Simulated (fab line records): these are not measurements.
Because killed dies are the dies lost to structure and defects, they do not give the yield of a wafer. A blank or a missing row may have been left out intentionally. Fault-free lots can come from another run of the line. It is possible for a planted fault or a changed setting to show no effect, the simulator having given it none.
2 desks looking at one fault	flow gf180mcu	what lay behind the numbers comes last; until then each desk has only its own

== FOR THE TOOL OWNER'S DESK: rie diel-04 ==
The tool's own readings at GF_STI_ETCH_13 (etches the open film in CHF3/O2, stops on Si, target depth 282.31 nm, time 112.9 s): means of the sampled wafers that have a number, for each lot that ran on this tool. The brackets show how far a lot's mean lies from the usual mean; more than 4 standard deviations puts the lot out of limits, marked OUT.
Columns: A = drypump motor current A at GF_STI_ETCH_13, usual 5.8 A; B = oes product au at GF_STI_ETCH_13, usual 0.830 a.u.; C = rf fwd power W at GF_STI_ETCH_13, usual 596.9 W; D = throttle valve pct at GF_STI_ETCH_13, usual 8.809 %
lot	first seen here	A	B	C	D
L931	day 2 01:46	6.1	0.830	594.5	8.811
L933	day 2 13:49	6.1	0.825	595.3	8.801
L934	day 2 16:44	6.2	0.832	596.8	8.811
L938	day 3 14:13	6.2	0.781 (-7.0) OUT	595.9	8.788
L939	day 3 18:07	5.9	0.732 (-14) OUT	592.6	8.794
L942	day 4 09:43	5.9	0.778 (-7.5) OUT	597.2	8.800
Finding of this desk: L938, L939, L942 out of limits; the first was L938 at day 3 14:13, on oes product au at GF_STI_ETCH_13. L931, L933, L934: within limits.

== FROM THE METROLOGY DESK ==
What the gauges read for every lot (on any tool): the sampled wafers with a number, averaged. The brackets show how far a lot's mean lies from the usual mean; more than 4 standard deviations puts the lot out of limits, marked OUT.
Columns: A = DNWELL_TW at GF_DNWELL_TW_MEAS_09, usual 1362; B = NWELL_TW at GF_NWELL_TW_MEAS_11, usual 1588
lot	first seen here	A	B
L931	day 2 19:14	1366	1578
L932	day 3 00:18	1365	1594
L933	day 3 07:50	1362	1600
L934	day 3 12:17	1360	1584
L938	day 4 08:48	1380	1590
L942	day 5 04:13	1378	1585
L945	day 5 21:25	1360	1585
L947	day 6 06:28	1363	1584
L952	day 7 16:53	1380	1589
L953	day 7 17:08	1342	1587
L954	day 7 20:41	1377	1571
This desk found nothing out of limits on any of the 11 lots.

== ALL TOGETHER ==
An alarm could have come from the tool owner's desk at day 3 14:13, on L938, L939, L942.
Metrology desk: nothing out of limits seen.
The metrology desk holds a record of L938, L942, inside its limits.
The metrology desk has no number on record for L939.
All the named lots went through GF_STI_ETCH_13 on rie diel-04.

== WHAT THE SIMULATOR HAD INSERTED ==
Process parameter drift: rie diel-04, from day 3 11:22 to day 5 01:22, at GF_STI_ETCH_13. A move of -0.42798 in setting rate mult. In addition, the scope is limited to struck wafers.
Shown lots that were struck: L938, L939, L942.
Hours from the fault's start to each desk's first reading out of limits: the tool owner's desk, 3.
